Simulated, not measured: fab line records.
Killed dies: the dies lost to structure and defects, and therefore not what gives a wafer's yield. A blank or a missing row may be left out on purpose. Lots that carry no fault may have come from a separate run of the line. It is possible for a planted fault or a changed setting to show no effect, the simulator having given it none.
Struck lot and sound lot, side by side | flow gf180mcu | 33 steps out of a route of 602
Sound: these wafers, L486.2, L486.4, L486.5. Wafers L490.1, L490.2, L490.5 were the ones struck. The cause is named last.
For every step that has rows: the tool of each side, followed by ch and its chambers, followed by its first start. Under that, the readings that differ: sound wafers | struck wafers | difference of the means | sigmas: that difference in standard deviations of wafers without a fault.
alike: readings whose means differ by less than 2 such deviations, and words and numbers that are the same on both sides. not compared: withheld readings, readings that some wafer has no value for, bounds like >300 that may hide the same value, and numbers for which the record gives no deviation and whose values overlap.
A row with sigmas, a row that says differs or no value, or rows on one side alone: a step with any of these is where the two part. When numbers do not overlap yet have no deviation, they are printed without sigmas and do not part them. Lack of a reading on every wafer of one side parts them only where that side has two or more wafers.

first, 6 steps without rows for these wafers: GF_DNWELL_COAT_02 (resist thk 3000 nm); GF_DNWELL_SOFTBAKE_03; GF_DNWELL_EXPOSE_04 (exposes mask DNWELL, target cd 1700 nm); GF_DNWELL_PEB_05; GF_DNWELL_DEVELOP_06 (develop time 60 s); GF_DNWELL_IMPLANT_07.
GF_DNWELL_STRIP_08: strips in O2/N2.
  sound on plasma asher-03 ch 0,1, day 3 04:04; struck on plasma asher-03 ch 0,1, day 4 10:01
  alike: chamber pressure mTorr, drypump motor current A, heater power w, oes product au, strip time to endpoint s
  not compared: rf hours counter h
GF_DNWELL_TW_MEAS_09:
  sound on film metro-04 at day 3 04:10; struck on film metro-02 at day 4 10:07
  reading   | sound          | struck         | difference | sigmas
  DNWELL_TW | 1358 1359 1359 | 1321 1326 1325 | -35        | -3
then, 4 steps without rows for these wafers: GF_NWELL_DEHYDRATE_00 (time 60 s); GF_NWELL_HMDS_01 (prime time 60 s); GF_NWELL_COAT_02 (resist thk 3000 nm); GF_NWELL_SOFTBAKE_03.
GF_NWELL_EXPOSE_04: exposes mask Nwell, target cd 860 nm.
  sound on iline stepper-01 ch 0, day 3 10:18; struck on iline stepper-02 ch 0, day 4 16:51
  reading | sound                   | struck                        | difference | sigmas
  mask    | Nwell#0 Nwell#0 Nwell#0 | LVPWELL#0 LVPWELL#0 LVPWELL#0 | differs    |
then, 2 steps without rows for these wafers: GF_NWELL_PEB_05; GF_NWELL_DEVELOP_06 (develop time 60 s).
GF_NWELL_OVL_MEAS_07:
  sound on overlay-02 at day 3 16:08; struck on overlay-01 at day 4 23:40
  reading        | sound       | struck | difference                    | sigmas
  NWELL_OVL (nm) | 1.5 0.7 0.0 | - - -  | no value on the struck wafers |
then, 2 steps without rows for these wafers: GF_NWELL_IMPLANT_08; GF_NWELL_IMPLANT_09.
GF_NWELL_STRIP_10: strips in O2/N2.
  sound on plasma asher-04 ch 0,1, day 3 16:28; struck on plasma asher-04 ch 0,1, day 5 00:00
  alike: chamber pressure mTorr, drypump motor current A, heater power w, oes product au, strip time to endpoint s
  not compared: rf hours counter h
GF_NWELL_TW_MEAS_11:
  sound on film metro-02 at day 3 16:34; struck on film metro-02 at day 5 00:06
  reading  | sound          | struck   | difference | sigmas
  NWELL_TW | 1549 1557 1544 | 29 29 29 | -1521      | -95
then, 7 steps without rows for these wafers: GF_LVPWELL_DEHYDRATE_00 (time 60 s); GF_LVPWELL_HMDS_01 (prime time 60 s); GF_LVPWELL_COAT_02 (resist thk 3000 nm); GF_LVPWELL_SOFTBAKE_03; GF_LVPWELL_EXPOSE_04 (exposes mask LVPWELL, target cd 600 nm); GF_LVPWELL_PEB_05; GF_LVPWELL_DEVELOP_06 (develop time 60 s).
GF_LVPWELL_OVL_MEAS_07:
  sound on overlay-02 at day 4 05:20; struck on overlay-02 at day 5 14:31
  alike: LVPWELL_OVL
then, 2 steps without rows for these wafers: GF_LVPWELL_IMPLANT_08; GF_LVPWELL_IMPLANT_09.
GF_LVPWELL_STRIP_10: strips in O2/N2.
  sound on plasma asher-02 ch 0,1, day 4 05:40; struck on plasma asher-02 ch 0,1, day 5 14:52
  alike: chamber pressure mTorr, drypump motor current A, heater power w, oes product au, strip time to endpoint s
  not compared: rf hours counter h
GF_LVPWELL_TW_MEAS_11:
  sound on film metro-02 at day 4 05:46; struck on film metro-04 at day 5 14:58
  reading    | sound       | struck         | difference | sigmas
  LVPWELL_TW | 553 550 551 | 1603 1608 1609 | +1055      | +99 or more
then, 1 step without rows for these wafers: GF_MVSD_DEHYDRATE_00 (time 60 s).

## WHERE THEY PART
First at GF_DNWELL_TW_MEAS_09; last, within this record, at GF_LVPWELL_TW_MEAS_11.

WHY: the cause the simulator had injected
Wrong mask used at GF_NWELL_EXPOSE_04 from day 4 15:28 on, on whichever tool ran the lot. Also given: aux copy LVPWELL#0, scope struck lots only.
